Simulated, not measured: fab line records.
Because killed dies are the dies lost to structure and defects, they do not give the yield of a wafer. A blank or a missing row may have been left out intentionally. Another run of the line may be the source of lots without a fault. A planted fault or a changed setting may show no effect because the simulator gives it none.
A single fault, viewed from 2 desks    flow sky130    each desk holds nothing but its own numbers, with what lay behind them at the end

== THE TOOL OWNER'S DESK: rie_si-01 ==
The tool's own readings at SKY_POLY_GATE_ETCH_17 (etches poly-Si in HBr/Cl2, stops on SiO2, target depth 180 nm, time 70.5 s): means of the sampled wafers that have a number, for each lot that ran on this tool. Marked OUT: a lot whose mean sits more than 4 standard deviations from the usual mean, which makes it out of limits; the brackets give that distance.
Columns: A = HBr_flow_sccm at SKY_POLY_GATE_ETCH_17, usual 149.9 sccm; B = drypump_motor_current_A at SKY_POLY_GATE_ETCH_17, usual 5.6 A; C = oes_product_au at SKY_POLY_GATE_ETCH_17, usual 0.990 a.u.; D = throttle_valve_pct at SKY_POLY_GATE_ETCH_17, usual 33.684 %
lot   first seen here  A      B    C                D
L218  day 19 08:32     149.7  5.8  0.983            33.683
L222  day 20 21:59     149.6  5.6  0.825 (-24) OUT  33.686
L224  day 21 13:41     149.8  5.7  0.831 (-23) OUT  33.686
L232  day 23 20:29     150.4  5.6  0.995            33.686
This desk's verdict: out of limits on L222, L224, starting with L222 at day 20 21:59 (oes_product_au at SKY_POLY_GATE_ETCH_17). L218, L232 stayed within limits.

== METROLOGY DESK ==
Lot by lot, what the gauges showed, no matter which tool ran the lot: averages of those sampled wafers that carry a number. Marked OUT: a lot whose mean sits more than 4 standard deviations from the usual mean, which makes it out of limits; the brackets give that distance.
Columns: A = cd_nm at SKY_POLY_GATE_CD_MEAS_13, usual 149.5 nm; B = POLY_GATE_OVL at SKY_POLY_GATE_OVL_MEAS_14, usual -2 nm
lot   first seen here  A      B
L212  day 16 19:38     149.8  3
L218  day 19 08:13     149.0  6
L222  day 20 21:39     149.6  -2
L224  day 21 13:23     149.8  4
L231  day 23 18:33     148.3  -2
L232  day 23 20:09     149.0  -8
This desk's verdict: no lot among the 6 shows anything out of limits.

== BROUGHT TOGETHER ==
The tool owner's desk could have raised an alarm at day 20 21:59, on L222, L224.
Nothing out of limits was seen by the metrology desk.
The metrology desk holds a record of L222, L224, inside its limits.
The lots listed all ran SKY_POLY_GATE_ETCH_17 on rie_si-01.

== WHAT HAD BEEN PUT IN BY THE SIMULATOR ==
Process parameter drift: rie_si-01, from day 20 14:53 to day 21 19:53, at SKY_POLY_GATE_ETCH_17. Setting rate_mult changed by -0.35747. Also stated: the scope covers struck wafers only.
Lots struck among those shown: L222, L224.
Each desk's first reading out of limits, in hours after the fault started: the tool owner's desk, 7.
